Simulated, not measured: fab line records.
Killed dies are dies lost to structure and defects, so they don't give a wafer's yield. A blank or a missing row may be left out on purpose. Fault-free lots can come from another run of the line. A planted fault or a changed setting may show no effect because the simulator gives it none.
A sampling plan put to the test + flow sky130 + one fab line, 56 faults that these records tell of, each judged on the records of the lots that it struck; 1 more is left out, because the records don't allow judging it
What counts as the plan is the set of the line's own looks, namely the steps on the route at which a gauge or an inspection reads a wafer and does not change it. Where struck wafers have a number at a look and the file lists that look's usual mean and standard deviation on fault-free wafers, the look can be judged. Caught: a look later than the fault's first step finds the struck wafers' mean 4 or more of those standard deviations (sigma) from the usual mean. On the tool: the fault's steps, tested the same way using the tool's own readings. Caught also covers a different recipe on the struck wafers, or a record left blank for those wafers only.

THE FAULTS, as the simulator had put them in
1. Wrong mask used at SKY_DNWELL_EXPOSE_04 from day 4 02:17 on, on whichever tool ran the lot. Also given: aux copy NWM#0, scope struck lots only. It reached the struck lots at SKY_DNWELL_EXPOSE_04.
2. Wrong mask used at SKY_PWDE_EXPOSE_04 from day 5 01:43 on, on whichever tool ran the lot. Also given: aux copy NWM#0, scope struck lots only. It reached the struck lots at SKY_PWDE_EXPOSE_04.
3. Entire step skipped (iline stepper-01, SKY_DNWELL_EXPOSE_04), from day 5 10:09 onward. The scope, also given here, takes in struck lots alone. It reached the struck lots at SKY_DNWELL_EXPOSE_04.
4. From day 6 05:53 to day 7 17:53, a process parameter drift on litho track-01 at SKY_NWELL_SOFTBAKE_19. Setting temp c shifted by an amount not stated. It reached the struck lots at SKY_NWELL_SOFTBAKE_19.
5. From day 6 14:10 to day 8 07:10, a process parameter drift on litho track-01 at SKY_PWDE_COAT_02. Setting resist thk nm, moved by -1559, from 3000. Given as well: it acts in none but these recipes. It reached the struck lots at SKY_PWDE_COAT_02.
6. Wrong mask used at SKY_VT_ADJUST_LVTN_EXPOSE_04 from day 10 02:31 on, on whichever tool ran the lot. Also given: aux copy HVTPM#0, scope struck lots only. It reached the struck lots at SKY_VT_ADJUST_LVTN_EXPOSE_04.
7. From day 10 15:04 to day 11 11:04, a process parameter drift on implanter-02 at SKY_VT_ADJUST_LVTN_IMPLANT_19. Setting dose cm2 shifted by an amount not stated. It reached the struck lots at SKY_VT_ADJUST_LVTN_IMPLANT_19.
8. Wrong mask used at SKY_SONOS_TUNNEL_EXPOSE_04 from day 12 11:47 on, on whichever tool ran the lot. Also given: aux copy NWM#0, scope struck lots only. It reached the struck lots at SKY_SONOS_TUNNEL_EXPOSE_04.
9. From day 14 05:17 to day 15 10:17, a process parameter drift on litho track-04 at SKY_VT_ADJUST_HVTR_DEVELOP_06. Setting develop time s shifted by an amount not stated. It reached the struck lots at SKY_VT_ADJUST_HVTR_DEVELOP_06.
10. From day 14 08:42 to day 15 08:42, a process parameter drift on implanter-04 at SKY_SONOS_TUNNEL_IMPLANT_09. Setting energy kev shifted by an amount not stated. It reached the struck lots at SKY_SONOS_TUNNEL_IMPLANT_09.
11. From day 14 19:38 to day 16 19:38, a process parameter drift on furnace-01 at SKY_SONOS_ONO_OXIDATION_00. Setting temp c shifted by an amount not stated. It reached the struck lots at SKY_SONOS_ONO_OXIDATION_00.
12. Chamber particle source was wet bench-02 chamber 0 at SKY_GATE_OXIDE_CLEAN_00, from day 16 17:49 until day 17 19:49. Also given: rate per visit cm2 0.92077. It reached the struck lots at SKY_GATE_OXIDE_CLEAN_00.
13. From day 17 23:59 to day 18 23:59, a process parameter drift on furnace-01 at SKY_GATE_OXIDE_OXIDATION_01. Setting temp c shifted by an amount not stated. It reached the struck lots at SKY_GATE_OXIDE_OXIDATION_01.
14. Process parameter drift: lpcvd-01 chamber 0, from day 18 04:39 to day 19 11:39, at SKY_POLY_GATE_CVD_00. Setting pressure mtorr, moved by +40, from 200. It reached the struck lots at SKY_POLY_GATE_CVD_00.
15. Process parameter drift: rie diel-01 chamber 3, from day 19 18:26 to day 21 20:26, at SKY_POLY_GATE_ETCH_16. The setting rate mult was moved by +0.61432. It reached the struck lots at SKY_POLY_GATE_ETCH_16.
16. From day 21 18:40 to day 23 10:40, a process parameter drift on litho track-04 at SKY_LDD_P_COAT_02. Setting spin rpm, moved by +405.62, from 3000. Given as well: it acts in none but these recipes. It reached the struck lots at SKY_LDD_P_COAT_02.
17. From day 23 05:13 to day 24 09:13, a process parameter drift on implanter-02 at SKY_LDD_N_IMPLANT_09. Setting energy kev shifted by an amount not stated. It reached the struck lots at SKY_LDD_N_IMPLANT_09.
18. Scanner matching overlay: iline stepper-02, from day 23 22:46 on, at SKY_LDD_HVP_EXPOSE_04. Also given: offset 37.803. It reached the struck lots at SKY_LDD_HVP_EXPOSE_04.
19. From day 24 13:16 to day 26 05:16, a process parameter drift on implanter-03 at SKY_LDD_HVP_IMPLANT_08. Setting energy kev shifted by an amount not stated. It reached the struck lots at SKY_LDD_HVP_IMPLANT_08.
20. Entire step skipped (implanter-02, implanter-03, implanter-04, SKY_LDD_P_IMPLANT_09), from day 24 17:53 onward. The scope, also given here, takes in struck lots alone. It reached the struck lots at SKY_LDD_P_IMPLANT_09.
21. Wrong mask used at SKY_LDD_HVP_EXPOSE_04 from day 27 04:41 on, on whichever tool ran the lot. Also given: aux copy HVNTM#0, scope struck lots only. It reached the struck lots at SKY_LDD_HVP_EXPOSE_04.
22. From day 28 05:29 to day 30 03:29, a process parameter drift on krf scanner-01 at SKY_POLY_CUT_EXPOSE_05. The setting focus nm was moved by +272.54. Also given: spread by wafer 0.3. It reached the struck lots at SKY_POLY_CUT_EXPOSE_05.
23. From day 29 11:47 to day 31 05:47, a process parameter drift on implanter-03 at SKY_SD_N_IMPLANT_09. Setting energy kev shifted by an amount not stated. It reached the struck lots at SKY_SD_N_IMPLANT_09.
24. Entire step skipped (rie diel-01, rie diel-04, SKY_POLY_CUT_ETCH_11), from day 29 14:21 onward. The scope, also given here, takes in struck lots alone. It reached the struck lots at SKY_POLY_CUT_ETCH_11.
25. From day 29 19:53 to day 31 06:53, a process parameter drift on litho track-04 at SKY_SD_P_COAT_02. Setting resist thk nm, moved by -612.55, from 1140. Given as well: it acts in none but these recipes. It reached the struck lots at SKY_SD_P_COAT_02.
26. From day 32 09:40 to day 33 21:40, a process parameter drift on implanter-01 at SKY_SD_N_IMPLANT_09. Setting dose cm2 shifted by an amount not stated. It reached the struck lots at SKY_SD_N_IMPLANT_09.
27. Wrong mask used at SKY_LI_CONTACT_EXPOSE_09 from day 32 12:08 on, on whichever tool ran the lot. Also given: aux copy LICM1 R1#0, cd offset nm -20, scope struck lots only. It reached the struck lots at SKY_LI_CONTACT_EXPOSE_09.
28. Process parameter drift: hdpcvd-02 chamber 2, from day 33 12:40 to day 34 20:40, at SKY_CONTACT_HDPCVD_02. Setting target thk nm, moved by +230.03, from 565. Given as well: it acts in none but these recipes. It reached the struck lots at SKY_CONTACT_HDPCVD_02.
29. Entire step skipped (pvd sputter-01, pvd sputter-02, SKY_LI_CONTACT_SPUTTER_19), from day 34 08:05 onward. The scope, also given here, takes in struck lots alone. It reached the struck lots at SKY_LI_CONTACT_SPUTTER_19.
30. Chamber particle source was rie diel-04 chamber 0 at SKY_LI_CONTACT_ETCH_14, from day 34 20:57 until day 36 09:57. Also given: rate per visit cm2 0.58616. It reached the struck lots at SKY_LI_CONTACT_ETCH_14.
31. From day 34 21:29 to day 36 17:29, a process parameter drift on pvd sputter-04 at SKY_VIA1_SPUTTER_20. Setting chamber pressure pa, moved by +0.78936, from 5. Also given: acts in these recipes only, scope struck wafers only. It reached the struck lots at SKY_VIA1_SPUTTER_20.
32. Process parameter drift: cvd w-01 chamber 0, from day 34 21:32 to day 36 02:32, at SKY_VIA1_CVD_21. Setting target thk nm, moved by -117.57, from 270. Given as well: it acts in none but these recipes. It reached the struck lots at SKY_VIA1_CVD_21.
33. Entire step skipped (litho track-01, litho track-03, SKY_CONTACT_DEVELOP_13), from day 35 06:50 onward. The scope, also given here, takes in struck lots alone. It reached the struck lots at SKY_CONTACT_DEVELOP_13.
34. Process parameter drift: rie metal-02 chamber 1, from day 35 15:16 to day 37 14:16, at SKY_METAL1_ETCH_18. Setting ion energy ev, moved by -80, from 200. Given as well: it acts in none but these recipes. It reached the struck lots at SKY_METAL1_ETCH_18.
35. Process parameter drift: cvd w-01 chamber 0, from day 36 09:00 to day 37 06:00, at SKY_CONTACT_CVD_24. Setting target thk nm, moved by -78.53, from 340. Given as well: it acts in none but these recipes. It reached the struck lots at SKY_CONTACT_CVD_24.
36. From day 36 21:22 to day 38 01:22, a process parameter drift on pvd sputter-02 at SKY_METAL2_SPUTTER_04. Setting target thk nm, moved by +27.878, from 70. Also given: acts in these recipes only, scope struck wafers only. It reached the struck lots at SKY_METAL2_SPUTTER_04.
37. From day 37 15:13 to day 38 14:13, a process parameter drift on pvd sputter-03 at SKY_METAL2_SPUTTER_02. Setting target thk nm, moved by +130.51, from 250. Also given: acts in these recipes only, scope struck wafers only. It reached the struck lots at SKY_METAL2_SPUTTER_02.
38. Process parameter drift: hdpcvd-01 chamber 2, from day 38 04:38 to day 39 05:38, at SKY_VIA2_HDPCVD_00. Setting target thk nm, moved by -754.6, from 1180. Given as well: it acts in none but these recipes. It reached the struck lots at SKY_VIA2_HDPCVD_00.
39. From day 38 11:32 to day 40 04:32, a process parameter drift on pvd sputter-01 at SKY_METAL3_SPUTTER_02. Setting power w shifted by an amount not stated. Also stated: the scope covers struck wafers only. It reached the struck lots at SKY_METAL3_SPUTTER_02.
40. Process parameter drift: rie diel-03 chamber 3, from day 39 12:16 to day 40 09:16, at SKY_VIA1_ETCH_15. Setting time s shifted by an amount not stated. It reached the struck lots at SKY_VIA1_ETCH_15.
41. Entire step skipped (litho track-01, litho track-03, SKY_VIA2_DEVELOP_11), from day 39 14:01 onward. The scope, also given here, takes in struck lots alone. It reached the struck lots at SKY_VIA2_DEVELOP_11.
42. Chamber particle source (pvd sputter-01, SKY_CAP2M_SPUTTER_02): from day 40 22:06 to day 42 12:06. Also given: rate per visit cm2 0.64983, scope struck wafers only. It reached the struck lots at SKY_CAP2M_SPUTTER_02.
43. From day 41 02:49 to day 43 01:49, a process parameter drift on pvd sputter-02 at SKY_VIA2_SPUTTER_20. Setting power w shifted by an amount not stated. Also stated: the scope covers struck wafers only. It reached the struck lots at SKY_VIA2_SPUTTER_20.
44. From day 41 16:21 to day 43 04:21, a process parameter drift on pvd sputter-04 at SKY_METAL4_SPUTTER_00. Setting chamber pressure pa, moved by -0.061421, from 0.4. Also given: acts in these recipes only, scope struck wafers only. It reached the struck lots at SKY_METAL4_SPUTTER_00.
45. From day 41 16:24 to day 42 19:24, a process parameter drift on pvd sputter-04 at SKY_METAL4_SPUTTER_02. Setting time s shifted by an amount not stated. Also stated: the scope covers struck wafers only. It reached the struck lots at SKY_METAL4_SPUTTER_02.
46. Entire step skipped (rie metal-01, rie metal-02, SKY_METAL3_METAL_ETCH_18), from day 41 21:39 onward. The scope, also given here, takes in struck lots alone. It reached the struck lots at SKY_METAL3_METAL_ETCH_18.
47. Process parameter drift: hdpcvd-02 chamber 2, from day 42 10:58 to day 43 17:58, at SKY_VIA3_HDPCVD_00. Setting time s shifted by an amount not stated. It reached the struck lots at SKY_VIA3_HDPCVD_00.
48. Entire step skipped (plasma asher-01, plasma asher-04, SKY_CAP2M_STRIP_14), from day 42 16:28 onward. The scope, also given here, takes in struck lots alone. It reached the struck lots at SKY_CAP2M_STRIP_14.
49. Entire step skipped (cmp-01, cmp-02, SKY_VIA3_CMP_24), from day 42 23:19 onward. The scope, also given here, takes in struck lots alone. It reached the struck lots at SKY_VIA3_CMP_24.
50. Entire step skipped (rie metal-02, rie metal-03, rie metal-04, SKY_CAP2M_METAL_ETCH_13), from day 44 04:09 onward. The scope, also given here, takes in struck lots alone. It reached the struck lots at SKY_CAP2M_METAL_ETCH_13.
51. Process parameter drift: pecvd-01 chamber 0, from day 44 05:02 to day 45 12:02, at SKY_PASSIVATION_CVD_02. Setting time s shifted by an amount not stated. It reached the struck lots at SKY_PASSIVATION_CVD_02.
52. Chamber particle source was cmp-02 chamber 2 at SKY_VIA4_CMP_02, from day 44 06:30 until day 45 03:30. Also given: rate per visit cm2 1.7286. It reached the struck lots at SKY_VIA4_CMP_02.
53. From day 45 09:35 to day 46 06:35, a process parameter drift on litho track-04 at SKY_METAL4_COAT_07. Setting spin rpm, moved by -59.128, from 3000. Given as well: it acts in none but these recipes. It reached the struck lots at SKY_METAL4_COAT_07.
54. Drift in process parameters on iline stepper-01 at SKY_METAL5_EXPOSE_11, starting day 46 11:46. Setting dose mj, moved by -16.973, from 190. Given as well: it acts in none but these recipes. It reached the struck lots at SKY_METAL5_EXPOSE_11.
55. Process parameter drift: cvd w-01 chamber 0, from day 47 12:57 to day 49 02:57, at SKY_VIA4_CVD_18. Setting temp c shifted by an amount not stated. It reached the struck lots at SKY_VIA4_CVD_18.
56. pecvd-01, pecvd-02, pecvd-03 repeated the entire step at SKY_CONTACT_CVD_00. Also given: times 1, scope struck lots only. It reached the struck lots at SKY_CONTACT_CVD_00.

WHAT THE PLAN SAW
| fault | on the tool itself                               | first look that catches it                      | reading, sigma                                    | median hours from its first step to that look | hours from the fault's start to the first struck lot there | judged looks passed uncaught |
|-------|--------------------------------------------------|-------------------------------------------------|---------------------------------------------------|-----------------------------------------------|------------------------------------------------------------|------------------------------|
| 1     | no reading that can be judged                    | SKY_DNWELL_TW_MEAS_09                           | DNWELL_TW -99 or beyond                           | 7.9                                           | 11                                                         | 0                            |
| 2     | no reading that can be judged                    | SKY_PWDE_TW_MEAS_10                             | PWDE_TW -99 or beyond                             | 8.4                                           | 13                                                         | 0                            |
| 3     | no reading that can be judged                    | SKY_DNWELL_TW_MEAS_09                           | DNWELL_TW -99 or beyond                           | 9.2                                           | 9                                                          | 0                            |
| 4     | plate temp C +19 sigma                           | none of the 2 looks that can be judged after it | -                                                 | -                                             | -                                                          | 2                            |
| 5     | under 2 sigma                                    | no look after it can be judged                  | -                                                 | -                                             | -                                                          | 0                            |
| 6     | under 2 sigma                                    | SKY_VT_ADJUST_LVTN_TW_MEAS_10                   | VT_ADJUST_LVTN_TW -80                             | 10.8                                          | 16                                                         | 0                            |
| 7     | dose ions cm2 +99 or beyond sigma                | SKY_VT_ADJUST_LVTN_TW_MEAS_21                   | VT_ADJUST_LVTN_2_TW +12                           | 0.2                                           | 5                                                          | 0                            |
| 8     | under 2 sigma                                    | SKY_SONOS_TUNNEL_TW_MEAS_12                     | SONOS_TUNNEL_TW -78                               | 13.0                                          | 19                                                         | 0                            |
| 9     | under 2 sigma                                    | SKY_VT_ADJUST_HVTR_CD_MEAS_07                   | cd nm -4.7                                        | 0.2                                           | 2                                                          | 0                            |
| 10    | beam energy keV +99 or beyond sigma              | no look after it can be judged                  | -                                                 | -                                             | -                                                          | 0                            |
| 11    | spike tc lower C +10 sigma                       | SKY_SONOS_ONO_THK_MEAS_01                       | SONOS_ONO_OXIDATION_THK +6.7                      | 1.4                                           | 8                                                          | 0                            |
| 12    | under 2 sigma                                    | not the one look that can be judged after it    | -                                                 | -                                             | -                                                          | 1                            |
| 13    | tube center temp C -99 or beyond sigma           | SKY_GATE_OXIDE_THK_MEAS_02                      | GATE_OXIDE_OXIDATION_00_THK -33                   | 1.4                                           | 14                                                         | 0                            |
| 14    | pressure mtorr +91 sigma                         | SKY_POLY_GATE_THK_MEAS_01                       | POLY_GATE_CVD_00_THK +11                          | 1.2                                           | 19                                                         | 0                            |
| 15    | under 2 sigma                                    | not the one look that can be judged after it    | -                                                 | -                                             | -                                                          | 1                            |
| 16    | spin speed rpm +99 or beyond sigma               | not the one look that can be judged after it    | strongest: cd nm at SKY_LDD_P_CD_MEAS_07, +2.8    | -                                             | -                                                          | 1                            |
| 17    | beam energy keV +99 or beyond sigma              | no look after it can be judged                  | -                                                 | -                                             | -                                                          | 0                            |
| 18    | under 2 sigma                                    | SKY_LDD_HVP_OVL_MEAS_07                         | LDD_HVP_OVL +29                                   | 14.4                                          | 30                                                         | 0                            |
| 19    | beam energy keV -99 or beyond sigma              | no look after it can be judged                  | -                                                 | -                                             | -                                                          | 0                            |
| 20    | the tool's record is blank for the struck wafers | SKY_LDD_P_TW_MEAS_11                            | LDD_P_TW -99 or beyond                            | 0.2                                           | 11                                                         | 0                            |
| 21    | no reading that can be judged                    | SKY_LDD_HVP_TW_MEAS_10                          | LDD_HVP_TW -78                                    | 14.7                                          | 15                                                         | 0                            |
| 22    | exposure dose mJ cm2 +7.0 sigma                  | none of the 4 looks that can be judged after it | strongest: cd nm at SKY_POLY_CUT_CD_MEAS_08, -3.7 | -                                             | -                                                          | 4                            |
| 23    | beam energy keV -99 or beyond sigma              | SKY_SD_N_RS_MEAS_16                             | SD_N_RS +36                                       | 0.7                                           | 13                                                         | 0                            |
| 24    | the tool's record is blank for the struck wafers | no look after it can be judged                  | -                                                 | -                                             | -                                                          | 0                            |
| 25    | under 2 sigma                                    | SKY_SD_P_CD_MEAS_07                             | cd nm +36                                         | 14.0                                          | 36                                                         | 0                            |
| 26    | dose ions cm2 -99 or beyond sigma                | SKY_SD_N_RS_MEAS_16                             | SD_N_RS +27                                       | 0.7                                           | 8                                                          | 0                            |
| 27    | no reading that can be judged                    | SKY_LI_CONTACT_CD_MEAS_12                       | cd nm -14                                         | 13.1                                          | 13                                                         | 0                            |
| 28    | no reading that can be judged                    | SKY_CONTACT_THK_MEAS_03                         | CONTACT_HDPCVD_THK +41                            | 0.1                                           | 15                                                         | 0                            |
| 29    | the tool's record is blank for the struck wafers | no look after it can be judged                  | -                                                 | -                                             | -                                                          | 0                            |
| 30    | under 2 sigma                                    | none of the 2 looks that can be judged after it | -                                                 | -                                             | -                                                          | 2                            |
| 31    | chamber pressure pa +81 sigma                    | no look after it can be judged                  | -                                                 | -                                             | -                                                          | 0                            |
| 32    | under 2 sigma                                    | SKY_VIA1_RS_MEAS_22                             | VIA1_W_RS +82                                     | 0.1                                           | 3                                                          | 0                            |
| 33    | no reading that can be judged                    | no look after it can be judged                  | -                                                 | -                                             | -                                                          | 0                            |
| 34    | only faintly: oes product au -3.3 sigma          | no look after it can be judged                  | -                                                 | -                                             | -                                                          | 0                            |
| 35    | under 2 sigma                                    | SKY_CONTACT_RS_MEAS_25                          | CONTACT_W_RS +28                                  | 0.1                                           | 18                                                         | 0                            |
| 36    | under 2 sigma                                    | SKY_METAL2_THK_MEAS_06                          | METAL2_ALCU_THK -4.0                              | 2.8                                           | 24                                                         | 1                            |
| 37    | under 2 sigma                                    | SKY_METAL2_RS_MEAS_05                           | METAL2_ALCU_RS -29                                | 0.1                                           | 1                                                          | 0                            |
| 38    | no reading that can be judged                    | SKY_VIA2_THK_MEAS_01                            | VIA2_HDPCVD_THK -54                               | 0.1                                           | 17                                                         | 0                            |
| 39    | cathode dc power W -99 or beyond sigma           | no look after it can be judged                  | -                                                 | -                                             | -                                                          | 0                            |
| 40    | run length s -8.2 sigma                          | no look after it can be judged                  | -                                                 | -                                             | -                                                          | 0                            |
| 41    | no reading that can be judged                    | no look after it can be judged                  | -                                                 | -                                             | -                                                          | 0                            |
| 42    | under 2 sigma                                    | no look after it can be judged                  | -                                                 | -                                             | -                                                          | 0                            |
| 43    | cathode dc power W +99 or beyond sigma           | no look after it can be judged                  | -                                                 | -                                             | -                                                          | 0                            |
| 44    | chamber pressure pa -74 sigma                    | no look after it can be judged                  | -                                                 | -                                             | -                                                          | 0                            |
| 45    | under 2 sigma                                    | none of the 2 looks that can be judged after it | -                                                 | -                                             | -                                                          | 2                            |
| 46    | the tool's record is blank for the struck wafers | no look after it can be judged                  | -                                                 | -                                             | -                                                          | 0                            |
| 47    | run length s +53 sigma                           | SKY_VIA3_THK_MEAS_01                            | VIA3_HDPCVD_THK +10                               | 0.2                                           | 9                                                          | 0                            |
| 48    | the tool's record is blank for the struck wafers | no look after it can be judged                  | -                                                 | -                                             | -                                                          | 0                            |
| 49    | no reading that can be judged                    | no look after it can be judged                  | -                                                 | -                                             | -                                                          | 0                            |
| 50    | the tool's record is blank for the struck wafers | no look after it can be judged                  | -                                                 | -                                             | -                                                          | 0                            |
| 51    | under 2 sigma                                    | SKY_PASSIVATION_THK_MEAS_03                     | PASSIVATION_CVD_02_THK +46                        | 0.3                                           | 4                                                          | 0                            |
| 52    | under 2 sigma                                    | no look after it can be judged                  | -                                                 | -                                             | -                                                          | 0                            |
| 53    | spin speed rpm -33 sigma                         | none of the 2 looks that can be judged after it | -                                                 | -                                             | -                                                          | 2                            |
| 54    | exposure dose mJ cm2 -99 or beyond sigma         | no look after it can be judged                  | -                                                 | -                                             | -                                                          | 0                            |
| 55    | susceptor temp C -43 sigma                       | SKY_VIA4_RS_MEAS_19                             | VIA4_W_RS +19                                     | 0.2                                           | 0                                                          | 0                            |
| 56    | under 2 sigma                                    | SKY_CONTACT_THK_MEAS_01                         | CONTACT_CVD_00_THK +75                            | 0.2                                           | -                                                          | 0                            |
A dash: the fault isn't caught, or these records don't give the number.

Caught at a look: 27 of 56. Caught on the tool: 27 of 56. By one or the other: 45 of 56.
Faults caught by the tool alone: 4, 10, 16, 17, 19, 22, 24, 29, 31, 39, 40, 43, 44, 46, 48, 50, 53, 54.
Caught at a look alone: faults 1, 2, 3, 6, 8, 9, 18, 21, 25, 27, 28, 32, 35, 36, 37, 38, 51, 56.
Caught by neither: faults 5, 12, 15, 30, 33, 34, 41, 42, 45, 49, 52.

THINNER SAMPLING
In the worst case, this is how late the first struck lot would be measured if the look that catches a fault measured only every second or every third lot, by lot number:
| fault | struck lots at that look, in order of time | every lot | every second lot | every third lot |
|-------|--------------------------------------------|-----------|------------------|-----------------|
| 1     | L881                                       | 11 h      | may miss it      | may miss it     |
| 2     | L408                                       | 13 h      | may miss it      | may miss it     |
| 3     | L488, L491                                 | 9 h       | 17 h             | may miss all 2  |
| 6     | L970                                       | 16 h      | may miss it      | may miss it     |
| 7     | L963, L962                                 | 5 h       | 7 h              | may miss all 2  |
| 8     | L469                                       | 19 h      | may miss it      | may miss it     |
| 9     | L986, L988                                 | 2 h       | may miss all 2   | may miss all 2  |
| 11    | L349, L351                                 | 8 h       | may miss all 2   | may miss all 2  |
| 13    | L333, L336                                 | 14 h      | 15 h             | may miss all 2  |
| 14    | L865                                       | 19 h      | may miss it      | may miss it     |
| 18    | L367, L369, L371                           | 30 h      | may miss all 3   | 55 h            |
| 20    | L214, L215, L216                           | 11 h      | 13 h             | 14 h            |
| 21    | L725                                       | 15 h      | may miss it      | may miss it     |
| 23    | L203, L205                                 | 13 h      | may miss all 2   | may miss all 2  |
| 25    | L444, L445                                 | 36 h      | 37 h             | may miss all 2  |
| 26    | L344, L345                                 | 8 h       | 24 h             | may miss all 2  |
| 27    | L381                                       | 13 h      | may miss it      | may miss it     |
| 28    | L322, L320                                 | 15 h      | may miss all 2   | may miss all 2  |
| 32    | L953, L954                                 | 3 h       | 26 h             | may miss all 2  |
| 35    | L632                                       | 18 h      | may miss it      | may miss it     |
| 36    | L744                                       | 24 h      | may miss it      | may miss it     |
| 37    | L922, L925                                 | 1 h       | 22 h             | may miss all 2  |
| 38    | L997, L100                                 | 17 h      | 20 h             | may miss all 2  |
| 47    | L681, L683                                 | 9 h       | may miss all 2   | may miss all 2  |
| 51    | L336, L338                                 | 4 h       | may miss all 2   | may miss all 2  |
| 55    | L930, L931, L933                           | 0 h       | 1 h              | may miss all 3  |
Hours: fault start to first struck lot measured. The limit of 4 sigma was tested on all struck wafers together, so one lot alone may lie under it. Other struck lots may not be in these records.

THE LONGEST TIMED WAY FROM STEP TO LOOK
In fault 21, a median of 14.7 hours elapses between SKY_LDD_HVP_EXPOSE_04 and SKY_LDD_HVP_TW_MEAS_10. No look between them can be judged.
